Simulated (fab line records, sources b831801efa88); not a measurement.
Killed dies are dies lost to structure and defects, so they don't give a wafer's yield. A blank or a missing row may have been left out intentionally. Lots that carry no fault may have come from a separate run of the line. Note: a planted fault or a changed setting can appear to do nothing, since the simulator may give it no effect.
Comparing a struck lot with a sound one || flow sky130 || 31 steps out of a route of 708
Sound: the wafers L810.1, L810.2, L810.6. Struck: wafers L807.1, L807.4, L807.6. The cause is given at the end.
At each step with rows: each side's tool, then ch and its chambers, then its first start. Under that, the readings that differ: sound wafers || struck wafers || difference of the means || sigmas: that difference in standard deviations of wafers without a fault.
alike: readings whose means differ by less than 2 such deviations, and words and numbers that are the same on both sides. not compared: withheld readings, readings that some wafer has no value for, bounds like >300 that may hide the same value, and numbers for which the record gives no deviation and whose values overlap.
A row with sigmas, a row that says differs or no value, or rows on one side alone: a step with any of these is where the two part. When numbers do not overlap yet have no deviation, they are printed without sigmas and do not part them. Lack of a reading on every wafer of one side parts them only where that side has two or more wafers.

SKY_CAPM_THK_MEAS_01:
  struck on film metro-04, day 39 23:58; sound on film metro-01, day 41 00:26
  alike: CAPM_CVD_00_THK
SKY_CAPM_SPUTTER_02: material TiN, target thk 200 nm, time 166.7 s.
  struck on pvd sputter-02, day 40 00:01; sound on pvd sputter-03, day 41 00:29
  alike: substrate temp c, throttle valve pct
SKY_CAPM_RS_MEAS_03: a four-point-probe measurement.
  struck on film metro-02, day 40 00:08; sound on film metro-02, day 41 00:36
  alike: CAPM_TIN_RS
SKY_CAPM_THK_MEAS_04: measures by xrf.
  struck on film metro-02, day 40 00:15; sound on film metro-02, day 41 00:43
  alike: CAPM_TIN_THK
then, 7 steps without rows for these wafers: SKY_CAPM_DEHYDRATE_05 (time 60 s); SKY_CAPM_HMDS_06 (prime time 60 s); SKY_CAPM_COAT_07 (resist thk 1140 nm); SKY_CAPM_SOFTBAKE_08 (time 60 s); SKY_CAPM_EXPOSE_09 (exposes mask CAPM, target cd 1000 nm); SKY_CAPM_PEB_10; SKY_CAPM_DEVELOP_11 (develop time 60 s).
SKY_CAPM_OVL_MEAS_12:
  struck on overlay-01, day 40 23:26; sound on overlay-01, day 42 01:17
  alike: CAPM_OVL
SKY_CAPM_METAL_ETCH_13: etches TiN in Cl2/BCl3, stops on SiO2, target depth 220 nm, time 62.9 s.
  sound on rie metal-02 ch 0,1, day 42 01:19; struck on rie metal-01 ch 0,1, day 40 23:28
{"reading": "bias w (W)", "sound": "48.65 48.63 48.69", "struck": "53.27 53.25 53.19", "difference": "+4.58", "sigmas": "+33"}
{"reading": "model.NOVOLAK_of_CAPM_COAT_07.thk nm (nm)", "sound": "990.8 997.4 993.5", "struck": "985.1 978.5 984.5", "difference": -11.2, "sigmas": ""}
{"reading": "model.SiO2_of_CAPM_CVD_00.thk nm (nm)", "sound": "15.4 15.23 15.49", "struck": "14.09 14.38 14.2", "difference": -1.15, "sigmas": ""}
  alike: drypump motor current A, oes product au, rf fwd power W, throttle valve pct
  not compared: rf hours counter h
SKY_CAPM_STRIP_14: strips in O2/N2.
  sound on plasma asher-03 ch 0,1, day 42 01:24; struck on plasma asher-02 ch 0,1, day 40 23:33
{"reading": "strip time to endpoint s (s)", "sound": "12.62 12.70 12.67", "struck": "12.55 12.50 12.55", "difference": -0.13, "sigmas": -3}
  alike: drypump motor current A, oes product au
  not compared: rf hours counter h
then, 11 steps without rows for these wafers: SKY_CAPM_STRIP_15 (strips in post etch residue remover, time 1200 s); SKY_CAPM_CLEAN_16 (cleans in IPA, time 180 s); SKY_CAPM_CLEAN_17 (cleans in O3/DIW); SKY_METAL3_DEHYDRATE_05 (time 60 s); SKY_METAL3_HMDS_06 (prime time 60 s); SKY_METAL3_COAT_07 (resist thk 60 nm); SKY_METAL3_COAT_08 (resist thk 1140 nm); SKY_METAL3_SOFTBAKE_09 (time 90 s); SKY_METAL3_EXPOSE_10 (exposes mask MM3, target cd 300 nm); SKY_METAL3_PEB_11; SKY_METAL3_DEVELOP_12 (develop time 60 s).
SKY_METAL3_CD_MEAS_13: the cd target is 300 nm.
  struck on cd sem-02, day 42 00:43; sound on cd sem-01, day 43 01:16
  alike: cd nm
SKY_METAL3_OVL_MEAS_14:
  struck on overlay-02, day 42 00:50; sound on overlay-02, day 43 01:23
{"reading": "METAL3_OVL (nm)", "sound": "2 -5 1", "struck": "7 14 12", "difference": "+12", "sigmas": "+3"}
SKY_METAL3_DESCUM_15: chemistry O2, time 8 s.
  sound on rie metal-04 ch 0,1, day 43 01:25; struck on rie metal-04 ch 0,1, day 42 00:52
  alike: drypump motor current A, oes product au, rf fwd power W
  not compared: rf hours counter h
SKY_METAL3_ETCH_16: etches BARC in N2/H2, stops on SiO2, time 88.2 s, target depth 60 nm.
  sound on rie metal-04 ch 0,1, day 43 01:26; struck on rie metal-04 ch 0,1, day 42 00:53
  alike: bias w, drypump motor current A, oes product au, rf fwd power W, throttle valve pct
  not compared: rf hours counter h
SKY_METAL3_ETCH_17: etches SiO2 in C4F8/O2/Ar, stops on TiN, time 3.9 s, target depth 15 nm.
  sound on rie diel-01 ch 0,1, day 43 01:32; struck on rie diel-03 ch 0,1, day 42 00:59
{"reading": "oes product au (a.u.)", "sound": "0.755 0.742 0.751", "struck": "0.722 0.724 0.719", "difference": -0.028, "sigmas": -5}
{"reading": "rf fwd power W (W)", "sound": "1467 1457 1454", "struck": "1459 1484 1488", "difference": "+18", "sigmas": "+2"}
  alike: bias w
  not compared: rf hours counter h
SKY_METAL3_METAL_ETCH_18: etches the open film in Cl2/BCl3, stops on SiO2, target depth 845 nm, time 183.1 s.
  sound on rie metal-03 ch 0,1, day 43 01:34; struck on rie metal-03 ch 0, day 42 01:01
  alike: bias w, drypump motor current A, oes product au, rf fwd power W, throttle valve pct
  not compared: rf hours counter h

== WHERE THEY PART ==
At SKY_CAPM_METAL_ETCH_13 first; at SKY_METAL3_ETCH_17 last (within this record only). Later steps at which nothing parts them and some readings are alike: SKY_METAL3_METAL_ETCH_18.

WHY: the cause the simulator had injected
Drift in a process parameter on rie metal-01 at SKY_CAPM_METAL_ETCH_13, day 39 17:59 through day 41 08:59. Setting bias w, moved by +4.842, from 48.5. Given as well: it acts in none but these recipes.
